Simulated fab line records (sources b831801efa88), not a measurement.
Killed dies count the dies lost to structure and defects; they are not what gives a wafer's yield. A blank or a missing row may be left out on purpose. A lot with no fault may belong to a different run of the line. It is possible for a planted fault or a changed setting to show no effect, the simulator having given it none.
One fault seen from 2 desks	flow gf180mcu	each desk holds nothing but its own numbers, with what lay behind them at the end

## AT THE TOOL OWNER'S DESK: implanter-04
The tool's own readings at GF_MVSD_IMPLANT_09, given as means over the sampled wafers that have a number, one for each lot that went through this tool. Marked OUT: a lot whose mean sits more than 4 standard deviations from the usual mean, which makes it out of limits; the brackets give that distance.
Columns: A = beam-energy-keV at GF_MVSD_IMPLANT_09, usual 100.00; B = beam-on-s at GF_MVSD_IMPLANT_09, usual 10.01 s
lot	first seen here	A	B
L664	day 4 16:20	99.98	9.81
L667	day 5 08:40	100.02	9.98
L671	day 6 08:41	100.03	10.02
L680	day 8 13:50	99.99	9.88
L682	day 8 23:04	100.01	10.10
L686	day 10 00:05	100.02	9.95
This desk's finding: nothing out of limits on any of the 6 lots.

## METROLOGY DESK
Means of the sampled wafers that have a number, per lot and without regard to the tool the lot ran on: this is what the gauges read. Marked OUT: a lot whose mean sits more than 4 standard deviations from the usual mean, which makes it out of limits; the brackets give that distance.
Columns: A = MVSD_TW at GF_MVSD_TW_MEAS_11, usual 1569; B = MVSD_RS at GF_VT_IMPLANT_RS_MEAS_46, usual 456.2 ohm/sq; C = MVPSD_RS at GF_VT_IMPLANT_RS_MEAS_49, usual 1167.9 ohm/sq; D = POLY_GATE_OVL at GF_POLY_GATE_OVL_MEAS_11, usual 5 nm
lot	first seen here	A	B	C	D
L663	day 4 11:03	1553	455.7	1165.5	4
L664	day 4 16:33	1562	455.9	1167.1	15
L665	day 4 23:05	1554	455.5	1164.2	3
L667	day 5 08:54	1574	454.5	1165.4	9
L671	day 6 08:56	1556	456.0	1166.6	3
L672	day 6 15:06	1551	456.8	1169.8	3
L673	day 6 20:30	1562	456.7	1169.3	3
L674	day 7 03:26	1556	457.1	1166.2	5
L675	day 7 07:51	1570	457.3	1168.5	4
L676	day 7 15:09	1513 (-5.6) OUT	-	-	-
L677	day 7 19:27	1489 (-8.0) OUT	-	-	-
L680	day 8 14:05	1575	455.5	1167.6	11
L682	day 8 23:19	1580	455.4	1165.6	2
L686	day 10 00:20	1579	456.7	1169.6	1
Per this desk, out of limits: L676, L677; the first was L676, day 7 15:09 (MVSD_TW at GF_MVSD_TW_MEAS_11). L663, L664, L665, L667, L671, L672, L673, L674, L675, L680, L682, L686 stayed within limits.

## BROUGHT TOGETHER
The metrology desk could have raised an alarm at day 7 15:09, on L676, L677.
Nothing out of limits was seen by the tool owner's desk.
The tool owner's desk has no number on record for L676, L677.
All the named lots went through GF_MVSD_IMPLANT_09 on implanter-04.

## WHAT THE SIMULATOR HAD INSERTED
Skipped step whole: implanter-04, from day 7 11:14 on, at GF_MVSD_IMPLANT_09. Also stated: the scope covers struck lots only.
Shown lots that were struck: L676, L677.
Time in hours between the start of the fault and the first out-of-limits reading at each desk: metrology desk, 4.
